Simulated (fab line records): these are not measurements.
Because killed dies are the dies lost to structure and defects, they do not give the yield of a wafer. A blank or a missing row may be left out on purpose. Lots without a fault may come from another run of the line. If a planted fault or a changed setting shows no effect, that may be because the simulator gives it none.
fab line records ; flow sky130
record: lots: 13; wafers: 39; last-day: 50
route steps=708 shown LDD_HVP@286 CONTACT@407
lots that met no fault: from a run of the same line without faults
start-h: hours from the record's first day to the start of the lot's first wafer shown ; wait-h: how many hours have passed since the lot's step before this one ; " identical to the entry in the row above ; L1.1+2: one row covering several wafers at once ; - no value present, or no start provided ; * or withheld: withheld ; < > ~ a bound
route shown NAME@n: NAME is a module with steps in the file, n the number in the route of the first one ; usual: average and standard deviation across the fault-free wafers ; same: alike in all rows ; chamber/n: place in a boat ; sites: readings site by site ; _std_site: their standard deviation ; _edge_site: mean of outer sites minus mean of inner sites ; radius-mm: for every site, how far away it sits from the centre of the wafer ; mask NAME#n: copy n ; behind: the most recent tool/chamber to have shaped the wafer ; hold: the reason the lot was held/the length of the hold in hours/how it ended ; device: which transistor (n, p or np) failed to switch ; end of line: the tests these same wafers got at the end of their route ; a step without rows: its recipe alone ; killed: count of dies lost to structure and defects at first sort (not the wafer's yield) ; map: shows each die of a wafer: x if killed, . if not, _ if none is there
set.NAME: the run value of the setting; set.NAME@STEP: its run value at that earlier step ; model.NAME: the simulator's own value behind a step, which no gauge read
the route's steps for a sample of lots (tables are steps, rows are wafers)
services: a tool's chamber out of use, with start hour (start-h, from the record's first day; less than 0 if before it), hours out, and reason
== steps ==
step: SKY_LDD_HVP_IMPLANT_08
recipe: species: B; energy-kev: 20; dose-cm2: 1.7e+13; tilt-deg: 17.9
usual: beam-on-s: 10.02/0.22; dose-ions-cm2: 1.6997e+13/1.8e+10; faraday-current-uA: 95.7/2.1
lot.wafer;tool;chamber;start-h;wait-h;beam-on-s;dose-ions-cm2;faraday-current-uA
L716.3;implanter-03;0;500.99;0.1;9.75;1.6983e+13;98.0
L716.4;implanter-03;0;500.99;0.1;10.27;1.7008e+13;93.4
L716.6;implanter-03;0;500.99;0.1;9.87;1.7001e+13;97.1
L717.1;implanter-02;0;524.79;0.0;10.06;1.6988e+13;95.8
L717.2;implanter-02;0;524.79;0.0;10.07;1.6983e+13;95.3
L717.3;implanter-02;0;524.79;0.0;10.00;1.6994e+13;96.7
L718.2;implanter-04;0;535.64;0.0;10.14;1.6977e+13;94.7
L718.4;implanter-04;0;535.64;0.0;10.09;1.6977e+13;95.2
L718.5;implanter-04;0;535.64;0.0;9.68;1.6983e+13;98.7
L719.2;implanter-04;0;546.96;0.0;10.22;1.7017e+13;93.4
L719.3;implanter-04;0;546.96;0.0;10.08;1.6991e+13;94.9
L719.4;implanter-04;0;546.96;0.0;9.84;1.7009e+13;97.7
L721.2;implanter-04;0;555.84;0.0;10.28;1.884e+13;103.3
L721.5;implanter-04;0;555.84;0.0;10.00;1.8822e+13;105.9
L721.6;implanter-04;0;555.84;0.0;10.23;1.8826e+13;103.6
L722.2;implanter-04;0;569.21;0.0;9.93;1.8819e+13;107.2
L722.4;implanter-04;0;569.21;0.0;10.18;1.8837e+13;104.2
L722.6;implanter-04;0;569.21;0.0;10.10;1.8828e+13;105.6
L730.3;implanter-02;0;624.29;0.1;9.98;1.6987e+13;95.7
L730.5;implanter-02;0;624.29;0.1;10.26;1.7015e+13;93.1
L730.6;implanter-02;0;624.29;0.1;10.18;1.7e+13;94.1
L731.1;implanter-04;0;633.88;0.0;9.72;1.7008e+13;98.3
L731.3;implanter-04;0;633.88;0.0;10.06;1.7012e+13;95.3
L731.5;implanter-04;0;633.88;0.0;10.04;1.7032e+13;95.9
L733.1;implanter-04;0;648.59;0.0;10.13;1.7028e+13;94.6
L733.4;implanter-04;0;648.59;0.0;10.22;1.7024e+13;93.4
L733.6;implanter-04;0;648.59;0.0;10.10;1.6999e+13;94.9
L734.2;implanter-03;0;658.34;0.0;10.13;1.7014e+13;94.7
L734.4;implanter-03;0;658.34;0.0;9.73;1.7005e+13;98.2
L734.6;implanter-03;0;658.34;0.0;10.15;1.6995e+13;94.6
L735.2;implanter-02;0;663.21;0.0;9.66;1.6977e+13;99.4
L735.5;implanter-02;0;663.21;0.0;10.24;1.6972e+13;93.6
L735.6;implanter-02;0;663.21;0.0;10.42;1.6992e+13;92.4
L736.2;implanter-04;0;669.11;0.0;9.95;1.7007e+13;96.7
L736.5;implanter-04;0;669.11;0.0;9.73;1.6994e+13;98.4
L736.6;implanter-04;0;669.11;0.0;9.99;1.7005e+13;95.7
L738.1;implanter-04;0;689.69;0.0;10.39;1.6977e+13;91.8
L738.5;implanter-04;0;689.69;0.0;10.14;1.699e+13;94.7
L738.6;implanter-04;0;689.69;0.0;9.96;1.702e+13;96.0
step: SKY_LDD_HVP_TW_MEAS_10
usual: LDD_HVP_TW: 458/4.2
lot.wafer;tool;chamber;start-h;wait-h;LDD_HVP_TW
L716.3;film-metro-02;-;501.21;0.1;460
L716.4;film-metro-02;-;501.21;0.1;462
L716.6;film-metro-02;-;501.21;0.1;460
L717.1;film-metro-01;-;525.04;0.1;459
L717.2;film-metro-01;-;525.04;0.1;460
L717.3;film-metro-01;-;525.04;0.1;457
L718.2;film-metro-03;-;535.88;0.1;449
L718.4;film-metro-03;-;535.88;0.1;453
L718.5;film-metro-03;-;535.88;0.1;451
L719.2;film-metro-03;-;547.20;0.1;452
L719.3;film-metro-03;-;547.20;0.1;454
L719.4;film-metro-03;-;547.20;0.1;456
L721.2;film-metro-02;-;556.08;0.1;475
L721.5;film-metro-02;-;556.08;0.1;475
L721.6;film-metro-02;-;556.08;0.1;473
L722.2;film-metro-03;-;569.45;0.1;468
L722.4;film-metro-03;-;569.45;0.1;469
L722.6;film-metro-03;-;569.45;0.1;465
L730.3;film-metro-02;-;624.51;0.1;455
L730.5;film-metro-02;-;624.51;0.1;454
L730.6;film-metro-02;-;624.51;0.1;459
L731.1;film-metro-01;-;634.13;0.1;461
L731.3;film-metro-01;-;634.13;0.1;460
L731.5;film-metro-01;-;634.13;0.1;458
L733.1;film-metro-02;-;648.84;0.1;458
L733.4;film-metro-02;-;648.84;0.1;459
L733.6;film-metro-02;-;648.84;0.1;460
L734.2;film-metro-02;-;658.58;0.1;463
L734.4;film-metro-02;-;658.58;0.1;461
L734.6;film-metro-02;-;658.58;0.1;459
L735.2;film-metro-02;-;663.45;0.1;460
L735.5;film-metro-02;-;663.45;0.1;461
L735.6;film-metro-02;-;663.45;0.1;460
L736.2;film-metro-01;-;669.35;0.1;458
L736.5;film-metro-01;-;669.35;0.1;458
L736.6;film-metro-01;-;669.35;0.1;460
L738.1;film-metro-01;-;689.94;0.1;454
L738.5;film-metro-01;-;689.94;0.1;452
L738.6;film-metro-01;-;689.94;0.1;456
step: SKY_CONTACT_THK_MEAS_01
recipe: reads: Si3N4_of_CONTACT_CVD_00
usual: CONTACT_CVD_00_THK: 74.9/0.95
lot.wafer;tool;chamber;start-h;wait-h;CONTACT_CVD_00_THK[nm]
L716.3;film-metro-02;-;714.68;-;75.4
L716.4;film-metro-02;-;714.68;-;76.8
L716.6;film-metro-02;-;714.68;-;76.8
L717.1;film-metro-04;-;735.25;-;74.3
L717.2;film-metro-04;-;735.25;-;73.2
L717.3;film-metro-04;-;735.25;-;73.4
L718.2;film-metro-02;-;744.65;-;73.8
L718.4;film-metro-02;-;744.65;-;74.7
L718.5;film-metro-02;-;744.65;-;74.0
L719.2;film-metro-02;-;755.87;-;73.7
L719.3;film-metro-02;-;755.87;-;74.0
L719.4;film-metro-02;-;755.87;-;75.1
L721.2;film-metro-02;-;761.40;-;73.9
L721.5;film-metro-02;-;761.40;-;74.5
L721.6;film-metro-02;-;761.40;-;75.5
L722.2;film-metro-02;-;774.35;-;73.1
L722.4;film-metro-02;-;774.35;-;73.5
L722.6;film-metro-02;-;774.35;-;74.9
L730.3;film-metro-02;-;824.15;-;74.6
L730.5;film-metro-02;-;824.15;-;75.5
L730.6;film-metro-02;-;824.15;-;75.7
L731.1;film-metro-03;-;836.03;-;74.6
L731.3;film-metro-03;-;836.03;-;74.0
L731.5;film-metro-03;-;836.03;-;75.7
L733.1;film-metro-04;-;846.10;-;75.0
L733.4;film-metro-04;-;846.10;-;75.8
L733.6;film-metro-04;-;846.10;-;74.9
L734.2;film-metro-02;-;853.85;-;75.4
L734.4;film-metro-02;-;853.85;-;76.3
L734.6;film-metro-02;-;853.85;-;76.1
L735.2;film-metro-03;-;861.66;-;75.3
L735.5;film-metro-03;-;861.66;-;76.3
L735.6;film-metro-03;-;861.66;-;77.1
L736.2;film-metro-02;-;863.53;-;73.7
L736.5;film-metro-02;-;863.53;-;75.8
L736.6;film-metro-02;-;863.53;-;75.2
L738.1;film-metro-03;-;882.26;-;75.6
L738.5;film-metro-03;-;882.26;-;76.2
L738.6;film-metro-03;-;882.26;-;76.6
step: SKY_CONTACT_CD_MEAS_14
recipe: target-cd-nm: 170
usual: cd-nm: 170.6/1.6
lot.wafer;tool;chamber;start-h;wait-h;cd-nm
L716.3;cd-sem-01;-;743.39;-;168.6
L716.4;cd-sem-01;-;743.39;-;169.4
L716.6;cd-sem-01;-;743.39;-;169.2
L717.1;cd-sem-02;-;763.85;-;173.1
L717.2;cd-sem-02;-;763.85;-;173.6
L717.3;cd-sem-02;-;763.85;-;173.7
L718.2;cd-sem-02;-;772.20;-;171.1
L718.4;cd-sem-02;-;772.20;-;171.3
L718.5;cd-sem-02;-;772.20;-;171.1
L719.2;cd-sem-01;-;783.80;-;165.7
L719.3;cd-sem-01;-;783.80;-;166.0
L719.4;cd-sem-01;-;783.80;-;165.8
L721.2;cd-sem-02;-;788.87;-;169.6
L721.5;cd-sem-02;-;788.87;-;169.7
L721.6;cd-sem-02;-;788.87;-;169.5
L722.2;cd-sem-02;-;801.50;-;171.0
L722.4;cd-sem-02;-;801.50;-;168.0
L722.6;cd-sem-02;-;801.50;-;170.0
L730.3;cd-sem-02;-;850.32;-;172.5
L730.5;cd-sem-02;-;850.32;-;174.6
L730.6;cd-sem-02;-;850.32;-;172.5
L731.1;cd-sem-01;-;862.26;-;171.3
L731.3;cd-sem-01;-;862.26;-;169.4
L731.5;cd-sem-01;-;862.26;-;170.2
L733.1;cd-sem-01;-;872.63;-;169.7
L733.4;cd-sem-01;-;872.63;-;170.4
L733.6;cd-sem-01;-;872.63;-;171.7
L734.2;cd-sem-01;-;880.07;-;169.6
L734.4;cd-sem-01;-;880.07;-;170.0
L734.6;cd-sem-01;-;880.07;-;169.3
L735.2;cd-sem-02;-;888.32;-;173.4
L735.5;cd-sem-02;-;888.32;-;171.4
L735.6;cd-sem-02;-;888.32;-;171.1
L736.2;cd-sem-01;-;890.17;-;169.7
L736.5;cd-sem-01;-;890.17;-;170.6
L736.6;cd-sem-01;-;890.17;-;171.1
L738.1;cd-sem-02;-;908.25;-;171.5
L738.5;cd-sem-02;-;908.25;-;170.7
L738.6;cd-sem-02;-;908.25;-;170.5
step: SKY_CONTACT_RS_MEAS_25
recipe: thk-meas-gauge: four-point-probe; reads: W_of_CONTACT_CVD_24+TiN_of_CONTACT_SPUTTER_23
usual: CONTACT_W_RS: 0.338/0.0038
lot.wafer;tool;chamber;start-h;wait-h;CONTACT_W_RS[ohm/sq]
L716.3;film-metro-04;-;744.54;0.1;0.338
L716.4;film-metro-04;-;744.54;0.1;0.342
L716.6;film-metro-04;-;744.54;0.1;0.341
L717.1;film-metro-04;-;765.00;0.1;0.343
L717.2;film-metro-04;-;765.00;0.1;0.335
L717.3;film-metro-04;-;765.00;0.1;0.343
L718.2;film-metro-02;-;774.18;0.1;0.344
L718.4;film-metro-02;-;774.18;0.1;0.344
L718.5;film-metro-02;-;774.18;0.1;0.341
L719.2;film-metro-03;-;784.97;0.1;0.336
L719.3;film-metro-03;-;784.97;0.1;0.338
L719.4;film-metro-03;-;784.97;0.1;0.344
L721.2;film-metro-02;-;789.99;0.1;0.339
L721.5;film-metro-02;-;789.99;0.1;0.338
L721.6;film-metro-02;-;789.99;0.1;0.345
L722.2;film-metro-02;-;802.55;0.1;0.338
L722.4;film-metro-02;-;802.55;0.1;0.340
L722.6;film-metro-02;-;802.55;0.1;0.345
L730.3;film-metro-04;-;851.44;0.1;0.340
L730.5;film-metro-04;-;851.44;0.1;0.343
L730.6;film-metro-04;-;851.44;0.1;0.337
L731.1;film-metro-03;-;863.31;0.1;0.339
L731.3;film-metro-03;-;863.31;0.1;0.340
L731.5;film-metro-03;-;863.31;0.1;0.340
L733.1;film-metro-04;-;873.68;0.1;0.342
L733.4;film-metro-04;-;873.68;0.1;0.336
L733.6;film-metro-04;-;873.68;0.1;0.345
L734.2;film-metro-03;-;881.12;0.1;0.339
L734.4;film-metro-03;-;881.12;0.1;0.333
L734.6;film-metro-03;-;881.12;0.1;0.343
L735.2;film-metro-02;-;889.44;0.1;0.341
L735.5;film-metro-02;-;889.44;0.1;0.329
L735.6;film-metro-02;-;889.44;0.1;0.337
L736.2;film-metro-03;-;891.24;0.1;0.332
L736.5;film-metro-03;-;891.24;0.1;0.331
L736.6;film-metro-03;-;891.24;0.1;0.345
L738.1;film-metro-03;-;909.33;0.1;0.340
L738.5;film-metro-03;-;909.33;0.1;0.331
L738.6;film-metro-03;-;909.33;0.1;0.341
== services ==
tool;chamber;start-h;hours;kind
implanter-03;-;489.25;5.9;repair
implanter-04;-;518.11;2.1;pm
implanter-02;-;529.13;3.2;pm
implanter-03;-;539.53;0.6;repair
implanter-04;-;612.66;6.3;pm
== key ==
first-sign: step: SKY_LDD_HVP_IMPLANT_08; reading: dose-ions-cm2; direction: up; sigmas: 99+; usual: *; struck: *
effect: step: SKY_LDD_HVP_IMPLANT_08; reading: faraday-current-uA; direction: up; sigmas: 4.5; usual: 95.7; struck: 105.0
effect: step: SKY_LDD_HVP_TW_MEAS_10; reading: LDD_HVP_TW; direction: up; sigmas: 3.1; usual: 458; struck: 471
met-at SKY_LDD_HVP_IMPLANT_08
struck-lots L721,L722
tester-left-out L721,L722
not-acting-at SKY_CONTACT_THK_MEAS_01,SKY_CONTACT_CD_MEAS_14,SKY_CONTACT_RS_MEAS_25
onset-between 546.96 555.84
fault: kind: process-parameter-drift; tool: implanter-04; chamber: -; onset-h: 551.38; steps: SKY_LDD_HVP_IMPLANT_08; channel: dose-cm2; offset: *; shape: step; end-h: 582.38; acts-in: *; stated: *
tester-left-out: of these lots the tester's yield and bins aren't shown, on N5 and GAA mostly nor the transistor test; their killed dies are dies lost to structure and defects alone, not to doping, threshold or leakage, so they don't give the yield
